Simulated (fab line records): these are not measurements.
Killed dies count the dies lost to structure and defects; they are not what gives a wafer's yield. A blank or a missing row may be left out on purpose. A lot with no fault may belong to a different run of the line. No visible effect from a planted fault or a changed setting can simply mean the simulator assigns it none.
A struck lot beside a sound one | flow gf180mcu | 43 out of 602 route steps
Sound: wafers L453.2, L453.3, L453.4. Wafers L452.2, L452.3, L452.6 were the ones struck. The cause is given at the end.
At each step with rows: each side's tool, then ch and its chambers, then its first start. Under that, the readings that differ: sound wafers | struck wafers | difference of the means | sigmas: that difference in standard deviations of wafers without a fault.
alike: readings whose means differ by less than 2 such deviations, and words and numbers that are the same on both sides. not compared: withheld readings, readings that some wafer has no value for, bounds like >300 that may hide the same value, and numbers for which the record gives no deviation and whose values overlap.
A row with sigmas, a row that says differs or no value, or rows on one side alone: a step with any of these is where the two part. Numbers that have no deviation but don't overlap get no sigmas and don't part them. A reading missing from all wafers of one side parts the sides only when that side holds two or more wafers.

first, 1 step without rows for these wafers: GF_POLY_GATE_OXIDATION_16 (stabilise 600 s, purge 300 s, target thk 4 nm).
GF_POLY_GATE_THK_MEAS_17:
  sound on film metro-01 at day 14 06:37; struck on film metro-02 at day 13 22:57
  alike: POLY_GATE_OXIDATION_THK
GF_POLY_GATE_CD_MEAS_18:
  sound on cd sem-01 at day 14 06:41; struck on cd sem-02 at day 13 23:02
  alike: cd nm
then, 7 steps without rows for these wafers: GF_HV_LDD_DEHYDRATE_00 (time 60 s); GF_HV_LDD_HMDS_01 (prime time 60 s); GF_HV_LDD_COAT_02 (resist thk 1000 nm); GF_HV_LDD_SOFTBAKE_03 (time 60 s); GF_HV_LDD_EXPOSE_04 (exposes mask Nplus LV AREA, target cd 400 nm); GF_HV_LDD_PEB_05; GF_HV_LDD_DEVELOP_06 (develop time 60 s).
GF_HV_LDD_CD_MEAS_07: the cd target is 400 nm.
  sound on cd sem-01 at day 15 04:09; struck on cd sem-01 at day 14 19:36
  reading    | sound             | struck            | difference | sigmas
  cd nm (nm) | 397.5 396.4 393.9 | 400.6 400.6 400.9 | +4.8       | +2
GF_HV_LDD_OVL_MEAS_08:
  sound on overlay-02 at day 15 04:15; struck on overlay-02 at day 14 19:43
  alike: HV_LDD_OVL
GF_HV_LDD_IMPLANT_09:
  struck on implanter-01, day 14 19:46; sound on implanter-01 ch 0, day 15 04:19
  no value came back on the struck wafers for beam energy keV, beam on s (s); on the sound wafers beam energy keV reads 39.995 39.999 39.998
GF_HV_LDD_STRIP_10: strips in O2/N2.
  sound on plasma asher-04 ch 0,1, day 15 04:26; struck on plasma asher-02 ch 0,1, day 14 19:53
  alike: drypump motor current A, heater power w, oes product au, platen temp c, strip time to endpoint s
  not compared: rf hours counter h
GF_HV_LDD_TW_MEAS_11:
  sound on film metro-03 at day 15 04:32; struck on film metro-01 at day 14 20:00
  reading   | sound          | struck   | difference | sigmas
  HV_LDD_TW | 2420 2419 2420 | 30 30 30 | -2390      | -99 or more
then, 7 steps without rows for these wafers: GF_HV_LDD_DEHYDRATE_12 (time 60 s); GF_HV_LDD_HMDS_13 (prime time 60 s); GF_HV_LDD_COAT_14 (resist thk 1000 nm); GF_HV_LDD_SOFTBAKE_15 (time 60 s); GF_HV_LDD_EXPOSE_16 (exposes mask Pplus LV AREA, target cd 400 nm); GF_HV_LDD_PEB_17; GF_HV_LDD_DEVELOP_18 (develop time 60 s).
GF_HV_LDD_CD_MEAS_19: the cd target is 400 nm.
  sound on cd sem-01 at day 16 02:29; struck on cd sem-01 at day 15 17:57
  alike: cd nm
GF_HV_LDD_OVL_MEAS_20:
  sound on overlay-01 at day 16 02:35; struck on overlay-02 at day 15 18:03
  alike: HV_LDD_01_OVL
next, for these wafers, 1 step has no rows: GF_HV_LDD_IMPLANT_21.
GF_HV_LDD_STRIP_22: strips in O2/N2.
  sound on plasma asher-01 ch 0,1, day 16 02:46; struck on plasma asher-01 ch 0,1, day 15 18:14
  reading           | sound                | struck               | difference | sigmas
  platen temp c (C) | 249.81 249.77 249.75 | 249.86 250.35 250.44 | +0.44      | +3
  alike: drypump motor current A, heater power w, oes product au, strip time to endpoint s
  not compared: rf hours counter h
GF_HV_LDD_TW_MEAS_23:
  sound on film metro-04 at day 16 02:53; struck on film metro-04 at day 15 18:20
  alike: HV_LDD_2_TW
then, 7 steps without rows for these wafers: GF_HV_LDD_DEHYDRATE_24 (time 60 s); GF_HV_LDD_HMDS_25 (prime time 60 s); GF_HV_LDD_COAT_26 (resist thk 1000 nm); GF_HV_LDD_SOFTBAKE_27 (time 60 s); GF_HV_LDD_EXPOSE_28 (exposes mask Nplus HV AREA, target cd 400 nm); GF_HV_LDD_PEB_29; GF_HV_LDD_DEVELOP_30 (develop time 60 s).
GF_HV_LDD_CD_MEAS_31: the cd target is 400 nm.
  sound on cd sem-02 at day 17 01:30; struck on cd sem-02 at day 16 16:06
  reading    | sound             | struck            | difference | sigmas
  cd nm (nm) | 405.2 406.6 406.0 | 401.9 401.1 400.1 | -4.9       | -2
GF_HV_LDD_OVL_MEAS_32:
  sound on overlay-01 at day 17 01:37; struck on overlay-02 at day 16 16:13
  alike: HV_LDD_02_OVL
then, 4 steps without rows for these wafers: GF_HV_LDD_IMPLANT_33; GF_HV_LDD_IMPLANT_34; GF_HV_LDD_IMPLANT_35; GF_HV_LDD_IMPLANT_36.
GF_HV_LDD_STRIP_37: strips in O2/N2.
  sound on plasma asher-04 ch 0,1, day 17 02:14; struck on plasma asher-01 ch 0,1, day 16 16:50
  alike: drypump motor current A, heater power w, oes product au, platen temp c, strip time to endpoint s
  not compared: rf hours counter h
GF_HV_LDD_TW_MEAS_38:
  sound on film metro-03 at day 17 02:21; struck on film metro-03 at day 16 16:57
  reading     | sound          | struck         | difference | sigmas
  HV_LDD_3_TW | 1445 1450 1452 | 1438 1433 1438 | -13        | -2
GF_HV_LDD_RS_MEAS_53: measurement is done with a four-point probe.
  sound on film metro-04 at day 18 02:52; struck on film metro-01 at day 17 17:11
  reading            | sound             | struck            | difference | sigmas
  HV_LDD_RS (ohm/sq) | 418.9 420.1 419.4 | 880.9 879.4 880.5 | +460.8     | +99 or more

## WHERE THEY PART
Last at GF_HV_LDD_RS_MEAS_53 as far as this record goes, first at GF_HV_LDD_CD_MEAS_07.

WHY: the cause the simulator had injected
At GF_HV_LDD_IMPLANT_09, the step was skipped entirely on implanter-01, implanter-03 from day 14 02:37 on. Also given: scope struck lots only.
